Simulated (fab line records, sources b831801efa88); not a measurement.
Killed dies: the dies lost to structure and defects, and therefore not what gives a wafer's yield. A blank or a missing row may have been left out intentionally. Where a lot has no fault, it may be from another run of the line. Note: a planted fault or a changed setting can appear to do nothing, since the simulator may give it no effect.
A struck lot beside a sound one -- flow sky130 -- 16 out of 708 route steps
Sound: wafers L713.1, L713.2, L713.4. Wafers L720.3, L720.4, L720.5 were the ones struck. The cause is given at the end.
Per side, at each step with rows, come the tool, then ch with its chambers, and then its first start. Under that, the readings that differ: sound wafers -- struck wafers -- difference of the means -- sigmas: that difference in standard deviations of wafers without a fault.
alike: readings with means less than 2 such deviations apart, plus words and numbers identical on both sides. not compared: withheld readings, readings lacking a value on some wafer, bounds such as >300 that could conceal the same value, and numbers that have no deviation in the record and whose values overlap.
A row with sigmas, a row that says differs or no value, or rows on one side alone: a step with any of these is where the two part. When numbers do not overlap yet have no deviation, they are printed without sigmas and do not part them. A reading missing from all wafers of one side parts the sides only when that side holds two or more wafers.

SKY_LDD_P_OVL_MEAS_08:
  sound on overlay-02 at day 22 12:16; struck on overlay-02 at day 24 09:31
  alike: LDD_P_OVL
then, 1 step without rows for these wafers: SKY_LDD_P_IMPLANT_09.
SKY_LDD_P_STRIP_10: strips in O2/N2.
  sound on plasma asher-04 ch 0,1, day 22 12:26; struck on plasma asher-03 ch 0,1, day 24 09:43
reading,sound,struck,difference,sigmas
strip time to endpoint s (s),14.24 14.24 14.22,14.12 14.12 14.12,-0.11,-3
  alike: drypump motor current A, n2 flow sccm, oes product au
  not compared: rf hours counter h
SKY_LDD_P_TW_MEAS_11:
  sound on film metro-02 at day 22 12:32; struck on film metro-02 at day 24 09:49
  alike: LDD_P_TW
then, 7 steps without rows for these wafers: SKY_LDD_HVN_DEHYDRATE_00 (time 60 s); SKY_LDD_HVN_HMDS_01 (prime time 60 s); SKY_LDD_HVN_COAT_02 (resist thk 300 nm); SKY_LDD_HVN_SOFTBAKE_03 (time 60 s); SKY_LDD_HVN_EXPOSE_04 (exposes mask HVNTM, target cd 700 nm); SKY_LDD_HVN_PEB_05; SKY_LDD_HVN_DEVELOP_06 (develop time 60 s).
SKY_LDD_HVN_OVL_MEAS_07:
  sound on overlay-02 at day 23 18:52; struck on overlay-02 at day 25 15:47
  alike: LDD_HVN_OVL
SKY_LDD_HVN_IMPLANT_08:
  sound on implanter-03 ch 0, day 23 18:55; struck on implanter-03 ch 0, day 25 15:52
reading,sound,struck,difference,sigmas
dose ions cm2,2.998e+13 3.004e+13 2.998e+13,2.749e+13 2.753e+13 2.751e+13,-2.490e+12,-80
faraday current uA,171 166 169,156 152 154,-15,-4
SKY_LDD_HVN_STRIP_09: strips in O2/N2.
  sound on plasma asher-04 ch 0,1, day 23 19:04; struck on plasma asher-04 ch 0,1, day 25 15:59
  alike: drypump motor current A, n2 flow sccm, oes product au, strip time to endpoint s
  not compared: rf hours counter h
SKY_LDD_HVN_TW_MEAS_10:
  sound on film metro-01 at day 23 19:10; struck on film metro-03 at day 25 16:19
reading,sound,struck,difference,sigmas
LDD_HVN_TW,1459 1465 1450,1393 1393 1396,-64,-7
  not compared: hold
-- a jump in the record: the struck wafers' starts before and after are 24 days apart (it breaks off in module LDD_HVN and resumes in module PAD_OPEN, where the first step shown is number 708 of the route) --
SKY_PAD_OPEN_PROBE_99:
  sound on prober-01 at day 48 02:27; struck on prober-02 at day 49 06:04
reading,sound,struck,difference,sigmas
model.etest.tip_n_5v.rs ohm sq,1411 1392 1405,1500 1504 1505,+100,
  alike: killed_at_M0_to_M3, killed_at_M4_up, killed at contacts, killed at front end, killed at other, killed dies, killed open, killed short

WHERE THEY PART
Last at SKY_LDD_HVN_TW_MEAS_10 as far as this record goes, first at SKY_LDD_P_STRIP_10. Later steps at which nothing parts them and some readings are alike: SKY_PAD_OPEN_PROBE_99.

WHY: what the simulator had put in
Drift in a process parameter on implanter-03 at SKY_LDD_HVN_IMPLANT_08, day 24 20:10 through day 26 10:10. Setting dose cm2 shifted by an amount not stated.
